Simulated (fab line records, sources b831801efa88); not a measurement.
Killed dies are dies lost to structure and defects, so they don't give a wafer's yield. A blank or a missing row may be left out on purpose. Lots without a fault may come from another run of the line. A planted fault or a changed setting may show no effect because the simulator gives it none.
Chamber matching | flow gf180mcu | GF_V4_ETCH_16 on rie_diel-03: 4 sister chambers
The step etches BARC in N2/H2. 4 wafers are shown with their chamber, then 12 later ones without.

WAFERS WITH THEIR CHAMBER
wafer  | chamber | drypump_motor_current_A (A)
L077.6 | 2       | 6.1
L081.1 | 1       | 6.2
L081.2 | 3       | 5.3
L081.4 | 0       | 5.3

WAFERS WITHOUT THEIR CHAMBER
wafer  | drypump_motor_current_A (A)
L082.1 | 5.3
L082.2 | 6.2
L082.3 | 6.1
L084.1 | 5.3
L084.2 | 5.3
L084.3 | 6.2
L086.4 | 5.4
L086.5 | 5.3
L086.6 | 6.2
L091.1 | 5.3
L091.2 | 5.3
L091.5 | 6.2

WHICH CHAMBER EACH WENT THROUGH
wafer  | from the rows above     | in truth
L082.1 | can't be placed: 0 or 3 | 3
L082.2 | 1                       | 1
L082.3 | 2                       | 2
L084.1 | can't be placed: 0 or 3 | 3
L084.2 | can't be placed: 0 or 3 | 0
L084.3 | 1                       | 1
L086.4 | can't be placed: 0 or 3 | 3
L086.5 | can't be placed: 0 or 3 | 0
L086.6 | 1                       | 1
L091.1 | can't be placed: 0 or 3 | 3
L091.2 | can't be placed: 0 or 3 | 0
L091.5 | 1                       | 1
Placed correctly: 5 of 12. Can't be placed from these rows: 7 (the true chamber is among the candidates in 7). Placed wrongly: 0.
How it was worked out, from the rows above alone: a wafer's distance from a chamber is the root of the sum, over the readings, of the square of ((its reading less the chamber's mean) divided by the reading's scatter). The wafer belongs to the nearest chamber; if the next one is less than 2 further off, it can't be placed. A chamber's mean is the mean of its shown wafers. The scatter: with one shown wafer a chamber, the root of the mean of the squares of how far each hidden wafer lies from its nearest shown one.
